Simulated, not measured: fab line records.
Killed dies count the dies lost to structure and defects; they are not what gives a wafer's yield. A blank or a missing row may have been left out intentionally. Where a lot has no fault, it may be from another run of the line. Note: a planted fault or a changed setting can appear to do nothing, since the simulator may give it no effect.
8D (eight disciplines) problem report, filled in by code	flow gf180mcu	the parts of the form that need people (team, actions taken, sign-off) are left out

## 1. THE ISSUE
Across 6 wafers from 2 lots, HV_LDD_TW at GF_HV_LDD_TW_MEAS_11 averages 2126, while fault-free wafers read 2355 with a standard deviation of 26. Relative to the usual mean, that is a shift of -8.8 standard deviations.
The first sign was on wafer L464.2 at day 14 23:32, on filmMetro-04. The record holds 36 wafers of 12 lots with a number at this step. Rule for "out", or "out of limits": more than 4 standard deviations from the usual mean. The other wafers with a number count as sound.

## 2. WHAT IT IS, WHAT IT ISN'T
question	is	is not
which readings at this step	HV_LDD_TW	-
which lots	L464, L468	L453, L456, L460, L463, L465, L469, L471, L473, L474, L475
which wafers of those lots	all that have a number	-
read on which gauges	filmMetro-03, filmMetro-04	filmMetro-02
when	from day 14 23:32	up to then (12 sound wafers); but 18 sound wafers of L465, L469, L471, L473, L474, L475 came after

## 3. THE SUSPECTS, EACH WITH WHAT RULES IT OUT
Counting: any tool at a process step up to the reading is kept as a suspect provided that every lot that is out went through it and no sound lot did after the first of them.
- ruled out: the gauge at GF_HV_LDD_TW_MEAS_11. The wafers that are out were read on 2 gauges (filmMetro-03, filmMetro-04).
- plasmaAsher-02 at GF_POLY_GATE_STRIP_14 (strips in O2/N2): ruled out as a lasting fault. The sound lots L469, L475 went through it after L464, its earliest lot that is out (day 13 21:26).
- implanter-04 at GF_HV_LDD_IMPLANT_09: kept. It processed each lot that is out, first L464 at day 14 23:18, and no sound lot thereafter; up to then, the last sound lot it processed was L460 at day 13 18:17. Out on those wafers are its own readings of tiltDeg.
After counting, what remains is implanter-04 at GF_HV_LDD_IMPLANT_09.

## 4. THE CAUSE (what the simulator had put in)
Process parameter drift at GF_HV_LDD_IMPLANT_09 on implanter-04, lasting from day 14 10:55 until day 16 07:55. The setting tiltDeg was moved by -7, starting from 7. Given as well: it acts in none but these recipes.
Counting left only this tool.

## 5. THE CHAIN OF EFFECTS, in route order
Each row: a reading whose mean over the struck wafers that have a number lies more than 3 standard deviations from the usual. Readings are gone through only where the record gives a usual standard deviation; hours: the median, over the lots, of the time from a lot's start at the first step in this table giving one to that lot's start at this step; sigmas: the change measured in usual standard deviations.
hours	step	reading	usual	on struck wafers	change	sigmas
0	GF_HV_LDD_IMPLANT_09	tiltDeg	6.997 degrees	-0.009	-7.006	-99 or more
0	GF_HV_LDD_TW_MEAS_11	HV_LDD_TW	2355	2126	-228	-8.8
74	GF_HV_LDD_RS_MEAS_53	HV_LDD_RS	426.9 ohm/sq	402.7	-24.2	-27
Process steps it contains:
- GF_HV_LDD_IMPLANT_09

## 6. WHAT WOULD HAVE CAUGHT IT SOONER
The first out-of-limits reading at a measuring or inspecting step in this record came at day 14 23:32, 13 hours after the fault's start at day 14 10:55.
Tool's own readings at GF_HV_LDD_IMPLANT_09, tiltDeg: out on all struck wafers the step has rows for; an alarm limit on them would have tripped on the first.
Lots out: 2; of these, L468 started GF_HV_LDD_IMPLANT_09 on implanter-04 after day 14 23:32. A tool hold placed at that time would have kept it from harm.
